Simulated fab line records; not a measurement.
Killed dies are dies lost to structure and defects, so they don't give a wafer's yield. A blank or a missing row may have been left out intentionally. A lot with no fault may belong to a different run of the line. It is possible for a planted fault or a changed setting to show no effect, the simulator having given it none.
The same fault as seen by 2 desks | flow gf180mcu | what lay behind the numbers comes last; until then each desk has only its own

THE TOOL OWNER'S DESK: pecvd-02
The tool's own readings at GF_V4_CVD_02 (deposits SiO2 from TEOS, target thk 850 nm, time 94.851 s): means of the sampled wafers that have a number, for each lot that ran on this tool. Any lot whose mean is over 4 standard deviations away from the usual mean is out of limits and marked OUT; that distance is given in the brackets.
Columns: A = heaterPowerW at GF_V4_CVD_02, usual 701 W; B = rfFwdPowerW at GF_V4_CVD_02, usual 595.9 W
lot  | first seen here | A   | B
L126 | day 25 07:56    | 684 | 595.7
L128 | day 26 03:40    | 653 | 627.8 (+14) OUT
L131 | day 26 22:17    | 547 | 661.3 (+28) OUT
L143 | day 30 11:57    | 697 | 594.9
This desk's finding: out of limits on L128, L131; first on L128, day 26 03:40 (rfFwdPowerW at GF_V4_CVD_02). In limits: L126, L143.

METROLOGY DESK
What the gauges read, lot by lot, whatever tool the lot ran on: means of the sampled wafers that have a number. Any lot whose mean is over 4 standard deviations away from the usual mean is out of limits and marked OUT; that distance is given in the brackets.
Columns: A = V4_CVD_02_THK at GF_V4_THK_MEAS_03, usual 848 nm
lot  | first seen here | A
L126 | day 25 08:00    | 847
L127 | day 25 21:35    | 869
L128 | day 26 03:45    | 856
L131 | day 26 22:22    | 870
L134 | day 27 23:25    | 849
L135 | day 28 04:05    | 839
L136 | day 28 11:51    | 847
L137 | day 28 17:28    | 844
L141 | day 29 21:47    | 843
L143 | day 30 12:02    | 842
L144 | day 30 21:12    | 842
Finding of this desk: none of the 11 lots has anything out of limits.

PUT TOGETHER
At day 26 03:40, on L128, L131, the tool owner's desk was in a position to raise an alarm.
At the metrology desk, nothing out of limits was observed.
The metrology desk holds a record of L128, L131, inside its limits.
The lots listed all ran GF_V4_CVD_02 on pecvd-02.

WHAT THE SIMULATOR HAD PUT IN
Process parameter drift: pecvd-02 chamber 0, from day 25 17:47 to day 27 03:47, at GF_V4_CVD_02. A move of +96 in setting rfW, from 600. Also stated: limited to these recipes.
Struck lots among those shown: L128, L131.
Each desk's first reading out of limits, in hours after the fault started: the tool owner's desk, 10.
